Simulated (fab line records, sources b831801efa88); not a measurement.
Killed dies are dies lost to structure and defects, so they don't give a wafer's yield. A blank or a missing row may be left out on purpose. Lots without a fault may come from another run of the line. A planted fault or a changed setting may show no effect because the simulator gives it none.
Split-lot experiment | flow sky130 | 5 lots, 23 wafers read, on a route of 708 steps

THE SPLIT
At SKY_PWDE_IMPLANT_08, the setting dose_cm2 was moved away from the recipe's 3.6e+12 on 8 of the 23 wafers read, by -3.4% to +5.6%. The other wafers ran this setting at the recipe's value.

FROM THE SPLIT TO THE READING: what the file shows between them, 9 steps
- SKY_PWDE_STRIP_09: strips in O2/N2
- SKY_PWDE_TW_MEAS_10
- SKY_NWELL_IMPLANT_11 (also split here: energy_kev)
- SKY_NWELL_IMPLANT_24 (also split here: dose_cm2)
- SKY_NWELL_STRIP_25: strips in O2/N2
- SKY_NWELL_TW_MEAS_26
- SKY_NWELL_CLEAN_27: cleans in SC1/SC2, time 150 s
- SKY_NWELL_RTA_28: time 30 s
- SKY_NWELL_RS_MEAS_29: measures by four-point-probe

THE READING
PWDE_RS, in ohm/sq, at SKY_NWELL_RS_MEAS_31 (measures by four-point-probe). Fault-free wafers of this fab line usually give 5276 ohm/sq, standard deviation 17 ohm/sq.

wafer  | tool, chamber at the split | dose_cm2 as run | against the recipe | PWDE_RS, ohm/sq | against lot-mates on the recipe
L077.2 | implanter-03, 0            | 3.6e+12         | recipe             | 5265            | -
L077.3 | implanter-03, 0            | 3.6e+12         | recipe             | 5278            | -
L077.5 | implanter-03, 0            | 3.6e+12         | recipe             | 5261            | -
L080.1 | implanter-04, 0            | 3.698e+12       | +2.7%              | 5153            | -118
L080.2 | implanter-04, 0            | 3.6e+12         | recipe             | 5268            | -
L080.3 | implanter-04, 0            | 3.6e+12         | recipe             | 5266            | -
L080.5 | implanter-04, 0            | 3.698e+12       | +2.7%              | 5154            | -117
L080.6 | implanter-04, 0            | 3.6e+12         | recipe             | 5279            | -
L081.1 | implanter-02, 0            | 3.479e+12       | -3.4%              | 5406            | +136
L081.2 | implanter-02, 0            | 3.6e+12         | recipe             | 5270            | -
L081.3 | implanter-02, 0            | 3.479e+12       | -3.4%              | 5407            | +137
L081.4 | implanter-02, 0            | 3.6e+12         | recipe             | 5270            | -
L081.5 | implanter-02, 0            | 3.479e+12       | -3.4%              | 5427            | +157
L082.2 | implanter-04, 0            | 3.802e+12       | +5.6%              | 5044            | -202
L082.3 | implanter-04, 0            | 3.802e+12       | +5.6%              | 5021            | -224
L082.4 | implanter-04, 0            | 3.802e+12       | +5.6%              | 5018            | -228
L082.5 | implanter-04, 0            | 3.6e+12         | recipe             | 5254            | -
L082.6 | implanter-04, 0            | 3.6e+12         | recipe             | 5237            | -
L084.1 | implanter-04, 0            | 3.6e+12         | recipe             | 5269            | -
L084.2 | implanter-04, 0            | 3.6e+12         | recipe             | 5268            | -
L084.4 | implanter-04, 0            | 3.6e+12         | recipe             | 5275            | -
L084.5 | implanter-04, 0            | 3.6e+12         | recipe             | 5272            | -
L084.6 | implanter-04, 0            | 3.6e+12         | recipe             | 5249            | -

THE FIT
A straight line over all 23 wafers: PWDE_RS changes by -42.7 ohm/sq for each +1% of dose_cm2; r = -0.99; the points scatter about the line by 11 ohm/sq.
The same after taking each lot's own level away (the mean of its wafers on the recipe; 23 wafers): -40.3 ohm/sq for each +1%; r = -1.00; scatter 9.7 ohm/sq.
On that fit, the largest move of dose_cm2 shifts the reading by 2.3e+02 ohm/sq.
The lots' own levels span 5245.5 to 5271.0 ohm/sq, that is 1.5 times the standard deviation above.
So the lot-to-lot level changes the slope little: the two slopes agree.
Check: with one of the wafers moved furthest among these (+5.6%) left out of the fit, the line predicts -232 ohm/sq for it against its lot-mates. It came out at -202 ohm/sq against them.

OTHER SPLITS ON THESE WAFERS
These wafers also went through other splits before the reading. Each is held against what the fit with the lots' levels taken away leaves over:
other split on the same wafers       | wafers away from the commonest value | r with PWDE_RS (lot level and that fit taken away)
SKY_FIELD_ISO_OXIDATION_01 ox_time_s | 18                                   | +0.13
SKY_DNWELL_COAT_02 spin_rpm          | 7                                    | -0.33
SKY_DNWELL_DEVELOP_06 develop_time_s | 9                                    | +0.32
SKY_NWELL_IMPLANT_11 energy_kev      | 7                                    | +0.07
SKY_NWELL_IMPLANT_24 dose_cm2        | 8                                    | -0.03

THE WHOLE CHAIN: every reading that the file lists as answering this split, in the file's order
step                 | what it does                 | reading | change (the file's fit)           | r (the file's)
SKY_PWDE_TW_MEAS_10  |                              | PWDE_TW | +1.16 for each +1% of the setting | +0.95
SKY_NWELL_RS_MEAS_31 | measures by four-point-probe | PWDE_RS | -40.3 for each +1% of the setting | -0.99

THE FILE'S OWN FIT
PWDE_RS changes by -40.3 ohm/sq for each +1% of dose_cm2, r = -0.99.
